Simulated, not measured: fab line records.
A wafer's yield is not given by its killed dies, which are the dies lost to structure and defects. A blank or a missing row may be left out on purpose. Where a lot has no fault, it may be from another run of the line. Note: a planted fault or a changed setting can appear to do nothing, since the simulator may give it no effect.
fab line records	flow gf180mcu
[record] lots = 24	wafers = 72	last_day = 34
route steps=602 shown V4@492 V5@556 PASSIVATION@588
lots with no fault: from the same line, run without faults
start_h: the number of hours between the record's first day and the start of the first shown wafer of the lot	wait_h: hours elapsed since this lot's preceding step	" same as the row above	L1.1+2: a row that stands for several wafers	- no value, or no start given	* or withheld: withheld	< > ~ a bound
route shown NAME@n: a module of which the file shows steps, and the number in the route of the first	usual: mean and standard deviation over wafers with no fault	same: alike in all rows	chamber/n: place in a boat	sites: per-site readings	_std_site: standard deviation of those values	_edge_site: the outer-site mean with the inner-site mean subtracted	radius_mm: how far each site lies from the wafer's centre	mask NAME#n: copy n	behind: the most recent tool/chamber to have shaped the wafer	hold: why the lot went on hold/how many hours it stayed there/how the hold came to an end	device: the transistor (n, p or np) that didn't switch	end of line: tests run on the same wafers once the route is complete	a step without rows: its recipe alone	killed: not the wafer's yield, but the dies lost to structure and defects at the first sort	map: shows each die of a wafer: x if killed, . if not, _ if none is there
set.NAME: the setting the step ran with; set.NAME@STEP: the setting that earlier step ran with	model.NAME: the simulator's own value behind a step, which no gauge read
route steps across a sampled set of lots; one table per step, one row per wafer
services: from which hour (start_h, from the record's first day; less than 0 if before it) a tool's chamber was out of use, for how many hours, and why
[[steps]]
[step GF_V4_ETCH_16]
[recipe] chemistry = N2/H2	target_depth_a = withheld	overetch_a = withheld	time_s = withheld	target = BARC	ion_energy_ev = 200	source_w = 500	bias_w = 100	pressure_mtorr = 30	n2_flow_sccm = 100	h2_flow_sccm = 200
[usual] drypump_motor_current_A = 5.72/0.25	oes_product_au = 0.855/0.0049	throttle_valve_pct = 13.224/0.0093
lot.wafer	tool	chamber	start_h	wait_h	drypump_motor_current_A	oes_product_au	throttle_valve_pct
L074.1	rie_diel-03	1	569.74	0.0	5.96	0.853	13.229
L074.5	"	1	"	"	5.97	0.851	13.237
L074.6	"	2	"	"	5.26	0.855	13.223
L075.1	rie_diel-01	2	571.14	0.0	6.06	0.855	13.221
L075.5	"	3	"	"	5.72	0.855	13.234
L075.6	"	2	"	"	6.06	0.852	13.240
L076.4	rie_diel-03	1	582.73	0.0	5.94	0.851	13.218
L076.5	"	1	"	"	5.94	0.854	13.222
L076.6	"	2	"	"	5.26	0.870	13.231
L077.2	rie_diel-01	1	593.74	0.0	6.02	0.853	13.221
L077.3	"	3	"	"	5.72	0.851	13.213
L077.6	"	3	"	"	5.69	0.861	13.216
L078.3	rie_diel-03	2	598.61	0.0	5.26	0.853	13.227
L078.5	"	3	"	"	5.78	0.853	13.225
L078.6	"	2	"	"	5.26	0.860	13.225
L079.1	rie_diel-01	3	599.31	0.0	5.71	0.847	13.225
L079.3	"	1	"	"	6.10	0.853	13.213
L079.4	"	2	"	"	6.06	0.860	13.220
L080.1	rie_diel-03	1	613.63	0.0	5.96	0.856	13.230
L080.3	"	2	"	"	5.25	0.856	13.216
L080.4	"	2	"	"	5.25	0.856	13.216
L081.1	rie_diel-02	0	619.03	0.0	5.45	0.860	13.216
L081.3	"	2	"	"	5.97	0.849	13.230
L081.6	"	1	"	"	5.53	0.855	13.221
L082.2	rie_diel-02	1	625.94	0.0	5.53	0.847	13.228
L082.4	"	3	"	"	5.57	0.851	13.229
L082.6	"	0	"	"	5.49	0.850	13.212
L083.2	rie_diel-03	2	632.48	0.0	5.25	0.864	13.214
L083.3	"	3	"	"	5.79	0.856	13.214
L083.4	"	1	"	"	5.97	0.856	13.217
L084.1	rie_diel-01	0	640.98	0.0	5.79	0.853	13.231
L084.3	"	3	"	"	5.71	0.853	13.217
L084.4	"	2	"	"	6.04	0.852	13.209
L085.1	rie_diel-01	1	651.04	0.0	6.06	0.851	13.207
L085.4	"	0	"	"	5.75	0.860	13.236
L085.5	"	1	"	"	6.03	0.849	13.222
L086.1	rie_diel-03	0	655.01	0.0	5.80	0.855	13.220
L086.3	"	3	"	"	5.83	0.865	13.220
L086.6	"	1	"	"	5.97	0.857	13.217
L087.1	rie_diel-01	1	668.26	0.0	6.03	0.851	13.218
L087.3	"	0	"	"	5.79	0.852	13.240
L087.4	"	2	"	"	6.06	0.856	13.218
L088.1	rie_diel-03	3	672.31	0.0	5.79	0.855	13.238
L088.5	"	2	"	"	5.26	0.855	13.213
L088.6	"	0	"	"	5.78	0.862	13.206
L089.3	rie_diel-02	1	675.09	0.0	5.52	0.850	13.224
L089.4	"	2	"	"	5.98	0.854	13.214
L089.5	"	1	"	"	5.50	0.857	13.214
L090.1	rie_diel-02	0	684.83	0.0	5.53	0.852	13.229
L090.2	"	1	"	"	5.50	0.861	13.226
L090.3	"	2	"	"	5.98	0.854	13.237
L091.1	rie_diel-03	3	691.11	0.0	5.75	0.850	13.208
L091.5	"	2	"	"	5.26	0.855	13.216
L091.6	"	1	"	"	5.97	0.862	13.227
L092.1	rie_diel-02	1	701.24	0.0	5.51	0.847	13.217
L092.3	"	2	"	"	6.01	0.858	13.240
L092.5	"	0	"	"	5.51	0.853	13.239
L093.3	rie_diel-02	2	703.46	0.0	5.99	0.855	13.229
L093.4	"	0	"	"	5.49	0.852	13.226
L093.6	"	1	"	"	5.53	0.853	13.219
L094.1	rie_diel-03	2	709.78	0.0	5.26	0.855	13.234
L094.4	"	0	"	"	5.78	0.848	13.220
L094.6	"	1	"	"	5.98	0.863	13.219
L095.1	rie_diel-01	0	719.11	0.0	5.76	0.854	13.229
L095.4	"	3	"	"	5.73	0.857	13.232
L095.5	"	0	"	"	5.76	0.850	13.229
L096.1	rie_diel-02	1	721.93	0.0	5.51	0.860	13.232
L096.2	"	2	"	"	6.00	0.851	13.236
L096.3	"	0	"	"	5.51	0.842	13.214
L097.3	rie_diel-02	2	728.09	0.0	5.96	0.855	13.222
L097.4	"	2	"	"	5.97	0.854	13.235
L097.5	"	0	"	"	5.49	0.851	13.227
[step GF_V4_CMP_26]
[recipe] stop_on = SiO2	down_force_psi = 3.5	platen_rpm = 60	t_overpolish_s = 15	target_thk_nm = 0	pad_velocity_m_s = 0.94248
[usual] motor_current_A = 11.4/1.2	overpolish_run_s = 15.001/0.0091	time_to_endpoint_s = 87/5
lot.wafer	tool	chamber	start_h	wait_h	motor_current_A	overpolish_run_s	time_to_endpoint_s
L074.1	cmp-02	3	570.95	0.2	12.2	14.989	82
L074.5	"	0	"	"	11.9	14.999	87
L074.6	"	1	"	"	13.6	15.011	78
L075.1	cmp-01	0	572.32	0.1	10.4	15.018	79
L075.6	"	2	"	"	11.9	15.013	91
L075.5	"	3	"	"	10.2	15.012	82
L076.4	cmp-02	1	583.79	0.0	13.7	15.002	84
L076.6	"	1	"	"	13.2	14.973	80
L076.5	"	2	"	"	10.1	15.016	87
L077.3	cmp-01	2	594.82	0.0	11.8	14.999	97
L077.2	"	1	"	"	10.4	14.993	88
L077.6	"	2	"	"	12.0	15.006	98
L078.3	cmp-01	3	599.77	0.1	10.8	14.992	88
L078.6	"	1	"	"	10.2	15.017	83
L078.5	"	2	"	"	12.8	15.004	98
L079.3	cmp-02	1	600.49	0.0	12.9	15.000	82
L079.1	"	3	"	"	12.2	14.992	85
L079.4	"	0	"	"	12.6	14.998	88
L080.1	cmp-01	1	614.69	0.1	10.3	15.004	80
L080.4	"	3	"	"	10.8	15.003	83
L080.3	"	0	"	"	10.5	15.013	85
L081.1	cmp-02	1	620.09	0.1	13.5	14.993	86
L081.3	"	2	"	"	10.1	15.002	90
L081.6	"	2	"	"	10.2	15.012	84
L082.4	cmp-02	1	626.99	0.0	13.4	14.984	85
L082.2	"	0	"	"	12.3	14.997	95
L082.6	"	2	"	"	9.7	15.003	88
L083.3	cmp-02	2	633.72	0.1	9.7	15.011	90
L083.2	"	3	"	"	12.0	15.000	88
L083.4	"	0	"	"	12.5	14.984	96
L084.4	cmp-01	0	642.45	0.0	10.5	14.995	83
L084.3	"	1	"	"	10.4	14.999	82
L084.1	"	3	"	"	10.6	15.009	83
L085.1	cmp-01	2	652.23	0.1	12.3	15.000	93
L085.4	"	3	"	"	10.5	14.981	86
L085.5	"	1	"	"	10.0	15.008	84
L086.3	cmp-02	0	656.17	0.1	12.1	14.997	92
L086.1	"	1	"	"	13.3	14.989	90
L086.6	"	3	"	"	12.2	14.987	89
L087.3	cmp-01	3	669.37	0.1	10.5	14.998	82
L087.1	"	0	"	"	10.5	14.994	80
L087.4	"	1	"	"	10.4	14.980	80
L088.1	cmp-02	3	673.45	0.1	12.2	15.006	90
L088.5	"	2	"	"	10.6	15.013	90
L088.6	"	3	"	"	11.9	15.001	91
L089.3	cmp-01	0	676.15	0.0	10.2	14.998	86
L089.4	"	3	"	"	10.3	15.011	85
L089.5	"	1	"	"	10.0	14.999	83
L090.2	cmp-02	1	685.97	0.1	13.3	14.985	86
L090.1	"	2	"	"	9.9	14.998	87
L090.3	"	3	"	"	12.3	14.988	88
L091.1	cmp-02	3	692.32	0.2	12.2	15.003	88
L091.6	"	0	"	"	12.6	14.994	96
L091.5	"	1	"	"	13.6	15.010	88
L092.3	cmp-01	1	702.33	0.0	10.2	15.002	80
L092.1	"	3	"	"	10.5	14.998	82
L092.5	"	2	"	"	11.4	14.997	92
L093.4	cmp-02	2	704.57	0.1	10.4	15.005	90
L093.3	"	0	"	"	12.4	15.007	93
L093.6	"	2	"	"	10.1	15.013	91
L094.1	cmp-01	1	710.87	0.1	10.6	15.014	83
L094.4	"	0	"	"	9.9	15.013	84
L094.6	"	1	"	"	10.0	14.988	83
L095.1	cmp-01	2	720.18	0.1	12.1	14.992	92
L095.4	"	0	"	"	10.1	15.009	83
L095.5	"	3	"	"	10.2	15.000	81
L096.1	cmp-02	3	722.98	0.1	11.8	15.002	87
L096.2	"	0	"	"	12.2	15.000	93
L096.3	"	1	"	"	13.7	15.002	85
L097.4	cmp-02	0	729.24	0.1	12.2	15.002	97
L097.3	"	1	"	"	13.3	15.008	90
L097.5	"	3	"	"	12.2	14.999	93
[step GF_V5_ETCH_16]
[recipe] chemistry = N2/H2	target_depth_a = withheld	overetch_a = withheld	time_s = withheld	target = BARC	ion_energy_ev = 200	source_w = 500	bias_w = 100	pressure_mtorr = 30	n2_flow_sccm = 100	h2_flow_sccm = 200
[usual] drypump_motor_current_A = 5.70/0.27	oes_product_au = 0.854/0.0049	throttle_valve_pct = 13.224/0.0095
lot.wafer	tool	chamber	start_h	wait_h	drypump_motor_current_A	oes_product_au	throttle_valve_pct
L074.1	rie_diel-03	1	636.38	0.0	5.95	0.861	13.212
L074.5	"	0	"	"	5.78	0.858	13.201
L074.6	"	3	"	"	5.80	0.860	13.198
L075.1	rie_diel-04	2	637.30	0.0	5.69	0.853	13.225
L075.5	"	1	"	"	5.10	0.849	13.211
L075.6	"	0	"	"	5.68	0.856	13.243
L076.4	rie_diel-03	2	647.96	0.0	5.25	0.856	13.204
L076.5	"	2	"	"	5.24	0.849	13.222
L076.6	"	3	"	"	5.78	0.855	13.231
L077.2	rie_diel-01	1	659.71	0.0	6.09	0.861	13.238
L077.3	"	0	"	"	5.77	0.859	13.223
L077.6	"	1	"	"	6.06	0.859	13.230
L078.3	rie_diel-03	3	663.60	0.0	5.79	0.855	13.221
L078.5	"	3	"	"	5.78	0.860	13.222
L078.6	"	0	"	"	5.77	0.861	13.234
L079.1	rie_diel-01	3	664.41	0.0	5.71	0.852	13.220
L079.3	"	0	"	"	5.75	0.858	13.204
L079.4	"	2	"	"	6.05	0.855	13.212
L080.1	rie_diel-04	1	676.84	0.0	5.07	0.858	13.225
L080.3	"	3	"	"	5.69	0.840	13.239
L080.4	"	2	"	"	5.63	0.853	13.223
L081.1	rie_diel-04	2	683.59	0.0	5.63	0.855	13.235
L081.3	"	1	"	"	5.05	0.847	13.214
L081.6	"	2	"	"	5.63	0.862	13.223
L082.2	rie_diel-01	1	690.16	0.0	6.06	0.853	13.222
L082.4	"	0	"	"	5.78	0.849	13.223
L082.6	"	1	"	"	6.04	0.860	13.213
L083.2	rie_diel-03	2	695.24	0.0	5.24	0.853	13.224
L083.3	"	0	"	"	5.78	0.841	13.210
L083.4	"	2	"	"	5.24	0.854	13.226
L084.1	rie_diel-03	2	703.11	0.0	5.25	0.853	13.221
L084.3	"	1	"	"	5.94	0.853	13.223
L084.4	"	2	"	"	5.26	0.858	13.226
L085.1	rie_diel-03	0	712.49	0.0	5.78	0.851	13.214
L085.4	"	3	"	"	5.81	0.852	13.230
L085.5	"	0	"	"	5.77	0.851	13.212
L086.1	rie_diel-03	3	715.91	0.0	5.75	0.853	13.241
L086.3	"	0	"	"	5.79	0.858	13.204
L086.6	"	0	"	"	5.78	0.858	13.238
L087.1	rie_diel-04	2	728.78	0.0	5.63	0.865	13.230
L087.3	"	0	"	"	5.68	0.847	13.229
L087.4	"	2	"	"	5.63	0.844	13.229
L088.1	rie_diel-03	1	731.34	0.0	5.94	0.843	13.229
L088.5	"	0	"	"	5.79	0.855	13.220
L088.6	"	1	"	"	5.95	0.857	13.213
L089.3	rie_diel-03	0	733.19	0.0	5.77	0.851	13.218
L089.4	"	1	"	"	5.96	0.852	13.222
L089.5	"	3	"	"	5.78	0.854	13.220
L090.1	rie_diel-03	1	741.84	0.0	5.95	0.857	13.248
L090.2	"	0	"	"	5.77	0.860	13.232
L090.3	"	3	"	"	5.76	0.862	13.229
L091.1	rie_diel-01	2	748.11	0.0	6.04	0.846	13.222
L091.5	"	0	"	"	5.80	0.847	13.238
L091.6	"	3	"	"	5.71	0.862	13.214
L092.1	rie_diel-03	1	757.48	0.0	5.95	0.853	13.224
L092.3	"	3	"	"	5.77	0.848	13.238
L092.5	"	0	"	"	5.77	0.853	13.217
L093.3	rie_diel-04	1	759.28	0.0	5.08	0.854	13.214
L093.4	"	0	"	"	5.66	0.855	13.237
L093.6	"	3	"	"	5.70	0.853	13.235
L094.1	rie_diel-04	0	765.08	0.0	5.67	0.853	13.214
L094.4	"	2	"	"	5.67	0.847	13.214
L094.6	"	1	"	"	5.05	0.848	13.246
L095.1	rie_diel-04	2	773.89	0.0	5.65	0.851	13.229
L095.4	"	0	"	"	5.67	0.861	13.219
L095.5	"	1	"	"	5.03	0.859	13.226
L096.1	rie_diel-04	1	775.86	0.0	5.03	0.861	13.205
L096.2	"	0	"	"	5.67	0.841	13.220
L096.3	"	3	"	"	5.72	0.851	13.227
L097.3	rie_diel-01	2	781.09	0.0	6.05	0.854	13.224
L097.4	"	0	"	"	5.77	0.867	13.227
L097.5	"	0	"	"	5.78	0.853	13.221
[step GF_V5_SPUTTER_21]
[recipe] material = Ti	target_thk_nm = 15	chamber_pressure_pa = 5	power_w = 2500	substrate_temp_c = 200	time_s = 80.02
[usual] throttle_valve_pct = 30.0/0.73
lot.wafer	tool	chamber	start_h	wait_h	throttle_valve_pct
L074.1	pvd_sputter-01	-	637.16	0.0	29.1
L074.5	"	-	"	"	29.9
L074.6	"	-	"	"	31.3
L075.1	pvd_sputter-03	-	638.07	0.0	30.1
L075.5	"	-	"	"	30.3
L075.6	"	-	"	"	29.7
L076.4	pvd_sputter-03	-	649.00	0.0	30.4
L076.5	"	-	"	"	29.4
L076.6	"	-	"	"	30.2
L077.2	pvd_sputter-04	-	660.44	0.0	28.9
L077.3	"	-	"	"	30.8
L077.6	"	-	"	"	28.9
L078.3	pvd_sputter-03	-	664.29	0.0	29.2
L078.5	"	-	"	"	30.2
L078.6	"	-	"	"	30.4
L079.1	pvd_sputter-03	-	665.11	0.0	30.5
L079.3	"	-	"	"	30.0
L079.4	"	-	"	"	29.1
L080.1	pvd_sputter-01	-	677.53	0.0	30.2
L080.3	"	-	"	"	29.8
L080.4	"	-	"	"	31.4
L081.1	pvd_sputter-01	-	684.31	0.0	31.4
L081.3	"	-	"	"	29.8
L081.6	"	-	"	"	29.7
L082.2	pvd_sputter-04	-	690.85	0.0	29.9
L082.4	"	-	"	"	30.4
L082.6	"	-	"	"	30.3
L083.2	pvd_sputter-03	-	696.02	0.0	30.0
L083.3	"	-	"	"	30.4
L083.4	"	-	"	"	29.1
L084.1	pvd_sputter-04	-	703.87	0.0	29.7
L084.3	"	-	"	"	30.2
L084.4	"	-	"	"	29.2
L085.1	pvd_sputter-04	-	713.18	0.0	30.5
L085.4	"	-	"	"	29.9
L085.5	"	-	"	"	30.8
L086.1	pvd_sputter-01	-	716.60	0.0	29.8
L086.3	"	-	"	"	31.3
L086.6	"	-	"	"	29.7
L087.1	pvd_sputter-01	-	729.47	0.0	30.6
L087.3	"	-	"	"	29.7
L087.4	"	-	"	"	29.2
L088.1	pvd_sputter-03	-	732.06	0.0	30.3
L088.5	"	-	"	"	30.5
L088.6	"	-	"	"	29.6
L089.3	pvd_sputter-04	-	733.92	0.0	29.2
L089.4	"	-	"	"	28.9
L089.5	"	-	"	"	29.9
L090.1	pvd_sputter-01	-	742.54	0.0	29.8
L090.2	"	-	"	"	31.3
L090.3	"	-	"	"	29.3
L091.1	pvd_sputter-01	-	748.80	0.0	31.2
L091.5	"	-	"	"	30.2
L091.6	"	-	"	"	31.3
L092.1	pvd_sputter-04	-	758.17	0.0	30.2
L092.3	"	-	"	"	28.9
L092.5	"	-	"	"	28.8
L093.3	pvd_sputter-01	-	759.97	0.0	30.5
L093.4	"	-	"	"	29.8
L093.6	"	-	"	"	30.2
L094.1	pvd_sputter-01	-	765.80	0.0	31.3
L094.4	"	-	"	"	29.0
L094.6	"	-	"	"	31.4
L095.1	pvd_sputter-01	-	774.59	0.0	30.0
L095.4	"	-	"	"	31.4
L095.5	"	-	"	"	29.0
L096.1	pvd_sputter-04	-	776.55	0.0	30.2
L096.2	"	-	"	"	29.0
L096.3	"	-	"	"	30.9
L097.3	pvd_sputter-04	-	781.81	0.0	30.0
L097.4	"	-	"	"	30.4
L097.5	"	-	"	"	29.0
[step GF_PASSIVATION_THK_MEAS_01]
[recipe] reads = SiO2_of_PASSIVATION_CVD_00
[usual] PASSIVATION_CVD_00_THK = 997/18
lot.wafer	tool	chamber	start_h	wait_h	PASSIVATION_CVD_00_THK[nm]
L074.1	film_metro-03	-	658.75	0.0	1021
L074.5	"	-	"	"	1020
L074.6	"	-	"	"	1012
L075.1	film_metro-04	-	659.90	0.0	979
L075.5	"	-	"	"	989
L075.6	"	-	"	"	1006
L076.4	film_metro-03	-	670.07	0.0	1037
L076.5	"	-	"	"	1009
L076.6	"	-	"	"	1029
L077.2	film_metro-04	-	682.11	0.0	1018
L077.3	"	-	"	"	1010
L077.6	"	-	"	"	1012
L078.3	film_metro-03	-	685.33	0.1	982
L078.5	"	-	"	"	999
L078.6	"	-	"	"	1017
L079.1	film_metro-03	-	686.40	0.0	990
L079.3	"	-	"	"	1012
L079.4	"	-	"	"	1010
L080.1	film_metro-02	-	698.50	0.0	1005
L080.3	"	-	"	"	987
L080.4	"	-	"	"	1000
L081.1	film_metro-04	-	704.40	0.0	1016
L081.3	"	-	"	"	998
L081.6	"	-	"	"	1008
L082.2	film_metro-04	-	711.03	0.0	991
L082.4	"	-	"	"	977
L082.6	"	-	"	"	1013
L083.2	film_metro-02	-	716.40	0.0	976
L083.3	"	-	"	"	982
L083.4	"	-	"	"	970
L084.1	film_metro-04	-	723.67	0.1	994
L084.3	"	-	"	"	977
L084.4	"	-	"	"	1013
L085.1	film_metro-02	-	732.59	0.0	998
L085.4	"	-	"	"	1006
L085.5	"	-	"	"	988
L086.1	film_metro-03	-	736.15	0.0	993
L086.3	"	-	"	"	994
L086.6	"	-	"	"	992
L087.1	film_metro-04	-	748.60	0.1	1000
L087.3	"	-	"	"	1008
L087.4	"	-	"	"	1014
L088.1	film_metro-04	-	750.78	0.0	994
L088.5	"	-	"	"	1007
L088.6	"	-	"	"	1006
L089.3	film_metro-02	-	752.76	0.1	1008
L089.4	"	-	"	"	1014
L089.5	"	-	"	"	1006
L090.1	film_metro-04	-	760.98	0.0	1003
L090.2	"	-	"	"	1011
L090.3	"	-	"	"	977
L091.1	film_metro-02	-	767.15	0.1	996
L091.5	"	-	"	"	1011
L091.6	"	-	"	"	1022
L092.1	film_metro-03	-	776.36	0.0	999
L092.3	"	-	"	"	966
L092.5	"	-	"	"	969
L093.3	film_metro-02	-	777.65	0.1	978
L093.4	"	-	"	"	1017
L093.6	"	-	"	"	986
L094.1	film_metro-03	-	783.36	0.0	980
L094.4	"	-	"	"	978
L094.6	"	-	"	"	1005
L095.1	film_metro-04	-	791.88	0.0	1001
L095.4	"	-	"	"	1018
L095.5	"	-	"	"	1018
L096.1	film_metro-03	-	793.28	0.0	960
L096.2	"	-	"	"	988
L096.3	"	-	"	"	988
L097.3	film_metro-04	-	799.58	0.1	1000
L097.4	"	-	"	"	997
L097.5	"	-	"	"	968
[step GF_PASSIVATION_ETCH_11]
[recipe] chemistry = CF4/O2	target_depth_nm = 2040	stop_on = TiN	source_w = 800	bias_w = 150	pressure_mtorr = 150	cf4_flow_sccm = 80	O2_flow_sccm = 10	time_s = 453.3
[usual] drypump_motor_current_A = 5.67/0.28	oes_product_au = 0.986/0.0089	throttle_valve_pct = 5.965/0.0097
lot.wafer	tool	chamber	start_h	wait_h	drypump_motor_current_A	oes_product_au	rf_hours_counter_h	throttle_valve_pct
L074.1	rie_diel-04	3	678.05	-	5.71	1.000	1	5.966
L074.5	"	1	"	"	5.02	0.980	-	5.959
L074.6	"	0	"	"	5.62	0.977	-	5.972
L075.1	rie_diel-01	1	679.49	-	6.02	0.996	10	5.963
L075.5	"	3	"	"	5.73	0.977	-	5.977
L075.6	"	2	"	"	6.08	0.995	-	5.964
L076.4	rie_diel-04	3	689.79	-	5.69	0.996	1	5.967
L076.5	"	3	"	"	5.67	1.000	-	5.969
L076.6	"	2	"	"	5.66	0.974	-	5.954
L077.2	rie_diel-02	1	700.13	-	5.51	1.000	15	5.983
L077.3	"	3	"	"	5.58	0.989	0	5.965
L077.6	"	3	"	"	5.58	0.991	-	5.944
L078.3	rie_diel-04	2	703.99	-	5.67	0.980	12	5.971
L078.5	"	3	"	"	5.70	0.992	-	5.970
L078.6	"	2	"	"	5.66	0.984	-	5.941
L079.1	rie_diel-01	3	704.85	-	5.73	0.984	17	5.964
L079.3	"	0	"	"	5.75	0.992	18	5.955
L079.4	"	2	"	"	6.05	0.987	-	5.973
L080.1	rie_diel-02	1	716.38	-	5.52	0.995	15	5.970
L080.3	"	0	"	"	5.46	0.978	11	5.977
L080.4	"	0	"	"	5.48	0.982	-	5.948
L081.1	rie_diel-01	2	722.59	-	6.05	0.990	29	5.963
L081.3	"	1	"	"	6.03	1.000	12	5.969
L081.6	"	3	"	"	5.71	0.969	-	5.958
L082.2	rie_diel-02	2	729.00	-	5.94	0.987	13	5.972
L082.4	"	2	"	"	5.98	0.999	-	5.981
L082.6	"	0	"	"	5.50	0.981	-	5.972
L083.2	rie_diel-02	3	733.98	-	5.56	0.988	1	5.944
L083.3	"	1	"	"	5.53	0.991	16	5.950
L083.4	"	0	"	"	5.52	0.984	12	5.964
L084.1	rie_diel-01	1	741.34	-	6.06	0.997	13	5.974
L084.3	"	2	"	"	6.03	0.986	30	5.958
L084.4	"	0	"	"	5.75	0.990	20	5.985
L085.1	rie_diel-01	1	749.55	-	6.04	1.000	14	5.963
L085.4	"	3	"	"	5.72	0.970	19	5.952
L085.5	"	3	"	"	5.72	0.972	-	5.952
L086.1	rie_diel-02	2	752.95	-	5.97	0.994	14	5.973
L086.3	"	1	"	"	5.50	0.985	17	5.967
L086.6	"	1	"	"	5.52	1.000	-	5.970
L087.1	rie_diel-02	2	765.69	-	5.97	0.996	15	5.958
L087.3	"	1	"	"	5.50	0.994	18	5.970
L087.4	"	3	"	"	5.56	0.988	2	5.965
L088.1	rie_diel-04	0	767.38	-	5.66	0.987	12	5.974
L088.5	"	0	"	"	5.68	0.983	-	5.969
L088.6	"	3	"	"	5.72	0.995	-	5.967
L089.3	rie_diel-04	3	769.44	-	5.71	1.003	5	5.970
L089.4	"	2	"	"	5.67	0.975	15	5.964
L089.5	"	0	"	"	5.67	0.983	-	5.973
L090.1	rie_diel-04	1	777.18	-	5.04	0.981	8	5.967
L090.2	"	0	"	"	5.62	0.983	12	5.948
L090.3	"	3	"	"	5.69	0.998	5	5.973
L091.1	rie_diel-01	2	783.24	-	6.03	0.987	31	5.960
L091.5	"	2	"	"	6.02	0.997	-	5.973
L091.6	"	3	"	"	5.72	0.975	-	5.959
L092.1	rie_diel-02	0	791.89	-	5.49	0.969	14	5.972
L092.3	"	2	"	"	6.01	0.983	16	5.969
L092.5	"	3	"	"	5.57	0.993	-	5.965
L093.3	rie_diel-04	2	792.93	-	5.64	0.986	16	5.965
L093.4	"	0	"	"	5.65	0.984	13	5.974
L093.6	"	1	"	"	5.01	0.986	-	5.953
L094.1	rie_diel-01	3	798.60	-	5.71	0.970	21	5.956
L094.4	"	2	"	"	6.04	0.990	32	5.966
L094.6	"	2	"	"	6.04	0.995	-	5.971
L095.1	rie_diel-01	2	806.48	-	6.07	1.001	33	5.963
L095.4	"	3	"	"	5.71	0.977	22	5.965
L095.5	"	0	"	"	5.77	0.990	-	5.970
L096.1	rie_diel-04	3	808.34	-	5.70	0.994	7	5.971
L096.2	"	2	"	"	5.64	0.983	17	5.971
L096.3	"	0	"	"	5.62	0.975	14	5.972
L097.3	rie_diel-04	2	814.35	-	5.64	0.985	17	5.967
L097.4	"	1	"	"	5.02	0.980	10	5.966
L097.5	"	2	"	"	5.64	0.979	-	5.976
[[services]]
tool	chamber	start_h	hours	kind
rie_diel-02	3	546.75	2.1	repair
rie_diel-02	1	547.44	15.3	repair
rie_diel-04	0	568.01	1.7	repair
cmp-02	-	572.49	4.0	pm
rie_diel-03	-	583.64	14.6	pm
rie_diel-03	1	666.95	8.0	repair
rie_diel-03	-	667.80	4.3	pm
rie_diel-04	-	669.45	2.8	pm
rie_diel-04	0	693.49	22.0	repair
rie_diel-01	1	704.10	2.9	repair
cmp-02	-	705.17	3.5	repair
rie_diel-02	3	715.51	15.5	repair
rie_diel-03	2	727.10	6.5	repair
rie_diel-04	1	728.18	3.6	repair
cmp-01	-	744.08	4.0	pm
rie_diel-01	1	751.69	1.7	repair
rie_diel-01	3	752.37	5.6	repair
rie_diel-02	2	755.68	4.8	repair
cmp-02	-	780.68	1.2	repair
rie_diel-03	-	786.70	2.8	pm
rie_diel-01	-	795.57	0.4	repair
cmp-01	-	804.03	5.1	pm
rie_diel-01	0	808.19	6.1	repair
rie_diel-03	0	810.78	4.5	repair
[[key]]
fault none
